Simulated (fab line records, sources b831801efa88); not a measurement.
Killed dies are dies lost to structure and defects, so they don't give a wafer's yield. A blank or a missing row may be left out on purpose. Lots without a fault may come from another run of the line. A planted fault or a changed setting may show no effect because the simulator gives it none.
fab line records | flow sky130
record lots=13 wafers=39 last_day=50
route steps=708 shown FIELD_ISO@14 POLY_GATE@231 LOCAL_INTERCONNECT@389 CONTACT@406
lots that met no fault: from a run of the same line without faults
start_h: hours from the record's first day to the start of the lot's first wafer shown | wait_h: hours since the lot's step before | " the same as in the row above | L1.1+2: a row that stands for several wafers | - no value, or no start given | * or withheld: withheld | < > ~ a bound
route shown NAME@n: a module of which the file shows steps, and the number in the route of the first | usual: mean/standard deviation of fault-free wafers | same: alike in all rows | chamber/n: place in a boat | sites: the reading at each site | _std_site: their standard deviation | _edge_site: outer sites' mean less inner sites' | radius_mm: how far each site lies from the wafer's centre | mask NAME#n: copy n | behind: the tool/chamber that last shaped the wafer | hold: why the lot was held/for how many hours/how that ended | device: the transistor (n, p or np) that didn't switch | end of line: the same wafers' tests at the end of the route | a step without rows: its recipe alone | killed: dies lost to structure and defects at the first sort, not the wafer's yield | map: a wafer's dies, x killed, . not, _ none there
set.NAME: the setting as run; set.NAME@STEP: as run at that earlier step | model.NAME: the simulator's own value behind a step, which no gauge read
steps of the route over a sample of lots; a table a step, a row a wafer
services: from which hour (start_h, from the record's first day; less than 0 if before it) a tool's chamber was out of use, for how many hours, and why
## steps
# step SKY_FIELD_ISO_CD_MEAS_13
# recipe target_cd_nm=150
# usual cd_nm=150.1/1.6
# columns lot.wafer tool chamber start_h wait_h cd_nm
L596.2 cd_sem-01 - 29.17 - 150.2
L596.4 " - " " 152.0
L596.6 " - " " 151.1
L597.1 cd_sem-01 - 35.55 - 152.6
L597.3 " - " " 152.3
L597.4 " - " " 152.3
L598.2 cd_sem-01 - 38.92 - 149.9
L598.3 " - " " 148.0
L598.4 " - " " 148.3
L599.2 cd_sem-02 - 47.45 - 150.8
L599.3 " - " " 149.4
L599.5 " - " " 149.1
L600.1 cd_sem-02 - 51.30 - 151.3
L600.5 " - " " 150.4
L600.6 " - " " 150.8
L601.2 cd_sem-02 - 58.49 - 152.2
L601.3 " - " " 152.7
L601.5 " - " " 151.7
L602.1 cd_sem-02 - 63.15 - 149.0
L602.4 " - " " 149.4
L602.6 " - " " 148.3
L603.2 cd_sem-02 - 64.72 - 149.4
L603.3 " - " " 151.3
L603.6 " - " " 150.0
L604.2 cd_sem-02 - 71.37 - 150.6
L604.4 " - " " 150.2
L604.5 " - " " 148.8
L605.4 cd_sem-02 - 76.94 - 148.3
L605.5 " - " " 148.3
L605.6 " - " " 149.2
L610.1 cd_sem-02 - 100.40 - 151.9
L610.5 " - " " 151.8
L610.6 " - " " 151.1
L617.1 cd_sem-01 - 138.23 - 151.5
L617.5 " - " " 150.9
L617.6 " - " " 150.8
L619.1 cd_sem-01 - 148.78 - 147.9
L619.4 " - " " 147.0
L619.6 " - " " 147.8
# step SKY_POLY_GATE_ETCH_17
# recipe target_depth_nm=180 stop_on=SiO2 over_etch_frac=0.56667 chemistry=HBr/Cl2 target=poly-Si icp_w=400 bias_w=100 pressure_mtorr=10 HBr_flow_sccm=150 Cl2_flow_sccm=50 time_s=70.5
# usual bias_w=99.95/0.29 drypump_motor_current_A=5.6/0.4 oes_product_au=0.985/0.0082 throttle_valve_pct=33.683/0.0092
# same over_etch_frac=0.56667
# columns lot.wafer tool chamber start_h wait_h bias_w drypump_motor_current_A oes_product_au rf_hours_counter_h throttle_valve_pct
L597.1 rie_si-02 0 385.17 0.0 100.13 5.8 0.987 30 33.673
L597.3 " 1 " " 100.12 5.7 0.977 0 33.673
L597.4 " 2 " " 99.97 5.6 0.996 78 33.684
L596.2 rie_si-01 2 385.19 0.0 99.96 5.2 0.987 6 33.688
L596.4 " 0 " " 100.04 5.5 0.996 - 33.678
L596.6 " 2 " " 99.83 5.2 0.986 - 33.691
L598.2 rie_si-02 1 395.22 0.0 100.03 5.7 0.977 0 33.685
L598.3 " 0 " " 99.85 5.8 0.990 30 33.688
L598.4 " 3 " " 100.12 6.3 0.997 32 33.674
L600.1 rie_si-01 1 414.24 0.0 99.65 5.0 0.993 6 33.679
L600.5 " 2 " " 99.92 5.2 0.976 - 33.700
L600.6 " 1 " " 99.47 5.0 0.994 - 33.693
L599.2 rie_si-02 0 414.79 0.0 100.01 5.8 0.988 30 33.682
L599.3 " 1 " " 100.14 5.7 0.979 0 33.682
L599.5 " 3 " " 99.94 6.4 0.990 - 33.675
L602.1 rie_si-01 1 426.67 0.0 100.00 5.0 0.985 6 33.697
L602.4 " 0 " " 100.00 5.6 0.987 20 33.688
L602.6 " 2 " " 99.93 5.1 0.973 - 33.689
L601.2 rie_si-02 0 428.68 0.1 100.21 5.8 0.983 30 33.676
L601.3 " 2 " " 100.35 5.6 0.994 0 33.674
L601.5 " 0 " " 100.26 5.8 0.990 - 33.685
L603.2 rie_si-01 0 439.07 0.0 100.34 5.5 0.999 20 33.671
L603.3 " 1 " " 99.67 5.0 0.996 6 33.700
L603.6 " 3 " " 100.09 5.6 0.997 - 33.700
L604.2 rie_si-02 0 441.44 0.0 99.09 5.8 0.989 31 33.683
L604.4 " 2 " " 99.65 5.6 0.986 0 33.683
L604.5 " 1 " " 99.84 5.7 0.982 - 33.682
L605.4 rie_si-01 1 454.59 0.0 99.49 5.0 0.996 6 33.692
L605.5 " 3 " " 100.30 5.6 0.991 - 33.690
L605.6 " 0 " " 99.94 5.6 0.985 - 33.676
L610.1 rie_si-01 3 483.77 0.0 95.82 5.6 0.975 0 33.696
L610.5 " 2 " " 99.51 5.2 0.980 - 33.685
L610.6 " 3 " " 95.52 5.6 0.977 - 33.682
L617.1 rie_si-02 0 559.02 0.0 100.29 5.8 0.979 31 33.684
L617.5 " 2 " " 99.81 5.7 0.995 - 33.686
L617.6 " 3 " " 99.98 6.3 0.970 - 33.689
L619.1 rie_si-02 0 566.07 0.0 100.10 5.8 0.981 31 33.676
L619.4 " 2 " " 99.98 5.6 0.971 1 33.681
L619.6 " 0 " " 100.22 5.8 0.977 - 33.697
# step SKY_LOCAL_INTERCONNECT_THK_MEAS_02
# recipe thk_meas_gauge=xrf reads=TiN_of_LOCAL_INTERCONNECT_SPUTTER_00
# usual LOCAL_INTERCONNECT_TIN_THK=101.7/1.2
# columns lot.wafer tool chamber start_h wait_h LOCAL_INTERCONNECT_TIN_THK[nm]
L596.2 film_metro-01 - 692.29 0.1 102.8
L596.4 " - " " 103.8
L596.6 " - " " 102.2
L597.1 film_metro-03 - 693.03 0.1 102.6
L597.3 " - " " 100.4
L597.4 " - " " 100.7
L598.2 film_metro-04 - 699.24 0.1 102.6
L598.3 " - " " 103.3
L598.4 " - " " 103.6
L600.1 film_metro-01 - 719.73 0.1 99.6
L600.5 " - " " 99.2
L600.6 " - " " 99.7
L599.2 film_metro-03 - 720.69 0.1 101.4
L599.3 " - " " 102.9
L599.5 " - " " 102.3
L602.1 film_metro-03 - 729.35 0.1 100.2
L602.4 " - " " 102.3
L602.6 " - " " 101.6
L601.2 film_metro-04 - 730.51 0.1 103.7
L601.3 " - " " 103.3
L601.5 " - " " 101.5
L603.2 film_metro-04 - 739.59 0.1 101.5
L603.3 " - " " 103.6
L603.6 " - " " 102.1
L604.2 film_metro-01 - 741.39 0.1 98.7
L604.4 " - " " 101.0
L604.5 " - " " 99.6
L605.4 film_metro-01 - 752.61 0.1 101.5
L605.5 " - " " 102.3
L605.6 " - " " 102.2
L610.1 film_metro-01 - 778.83 0.1 100.7
L610.5 " - " " 100.2
L610.6 " - " " 101.5
L617.1 film_metro-03 - 844.65 0.1 98.7
L617.5 " - " " 102.0
L617.6 " - " " 100.8
L619.1 film_metro-04 - 849.23 0.1 102.9
L619.4 " - " " 101.8
L619.6 " - " " 104.1
# step SKY_CONTACT_CVD_00
# recipe material=Si3N4 target_thk_nm=75 temp_c=400 time_s=withheld rf_w=450
# usual heater_power_w=709/67
# columns lot.wafer tool chamber start_h wait_h heater_power_w
L596.2 pecvd-04 2 721.01 0.0 647
L596.4 " 2 " " 649
L596.6 " 0 " " 688
L597.1 pecvd-03 0 721.70 0.0 634
L597.3 " 2 " " 793
L597.4 " 0 " " 637
L598.2 pecvd-02 1 726.74 0.0 652
L598.3 " 2 " " 778
L598.4 " 1 " " 645
L600.1 pecvd-02 2 747.66 0.0 779
L600.5 " 1 " " 665
L600.6 " 2 " " 767
L599.2 pecvd-03 0 749.54 0.0 611
L599.3 " 1 " " 834
L599.5 " 1 " " 850
L602.1 pecvd-04 0 756.48 0.0 615
L602.4 " 1 " " 645
L602.6 " 2 " " 665
L601.2 pecvd-02 1 758.14 0.0 679
L601.3 " 2 " " 762
L601.5 " 0 " " 784
L603.2 pecvd-04 0 766.10 0.0 660
L603.3 " 2 " " 619
L603.6 " 0 " " 649
L604.2 pecvd-03 2 767.46 0.0 736
L604.4 " 1 " " 874
L604.5 " 2 " " 736
L605.4 pecvd-03 1 780.15 0.0 817
L605.5 " 2 " " 724
L605.6 " 1 " " 827
L610.1 pecvd-02 0 805.87 0.0 815
L610.5 " 1 " " 678
L610.6 " 0 " " 805
L617.1 pecvd-04 1 871.80 0.0 742
L617.5 " 0 " " 756
L617.6 " 2 " " 667
L619.1 pecvd-02 0 875.97 0.0 819
L619.4 " 2 " " 723
L619.6 " 0 " " 788
## services
# columns tool chamber start_h hours kind
pecvd-02 0 371.63 5.6 repair
pecvd-02 - 373.49 1.2 repair
pecvd-03 0 433.46 4.5 repair
pecvd-04 0 447.76 4.6 repair
pecvd-03 1 450.76 4.5 repair
pecvd-03 1 456.35 6.0 repair
pecvd-03 - 458.23 2.8 pm
rie_si-01 - 459.06 14.6 pm
rie_si-02 3 472.23 6.3 repair
pecvd-02 - 473.29 0.9 repair
rie_si-01 3 477.52 5.0 repair
pecvd-03 2 563.30 15.1 repair
pecvd-02 2 573.94 4.8 repair
rie_si-02 3 588.88 3.6 repair
rie_si-01 1 591.24 21.3 repair
pecvd-02 0 746.76 5.8 repair
pecvd-02 - 768.62 5.5 pm
rie_si-02 - 797.87 0.1 repair
rie_si-01 - 825.03 15.6 pm
pecvd-02 - 828.37 2.8 pm
rie_si-01 - 840.63 2.8 pm
rie_si-02 0 849.54 18.1 repair
rie_si-01 2 850.85 12.3 repair
pecvd-02 0 872.98 2.1 repair
## key
first_sign step=SKY_POLY_GATE_ETCH_17 reading=bias_w direction=down sigmas=15 usual=99.95 struck=95.67
effect none on later readings
met_at SKY_POLY_GATE_ETCH_17
struck_lots L610
struck_wafers L610.1,L610.6
tester_left_out L610
not_acting_at SKY_FIELD_ISO_CD_MEAS_13,SKY_LOCAL_INTERCONNECT_THK_MEAS_02,SKY_CONTACT_CVD_00
onset_between 454.59 483.77
fault kind=process_parameter_drift tool=rie_si-01 chamber=3 onset_h=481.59 steps=SKY_POLY_GATE_ETCH_17 channel=bias_w offset=-4.1629 shape=step end_h=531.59 acts_in=these_recipes_only stated=100
# tester_left_out: of these lots the tester's yield and bins aren't shown, on N5 and GAA mostly nor the transistor test; their killed dies are dies lost to structure and defects alone, not to doping, threshold or leakage, so they don't give the yield
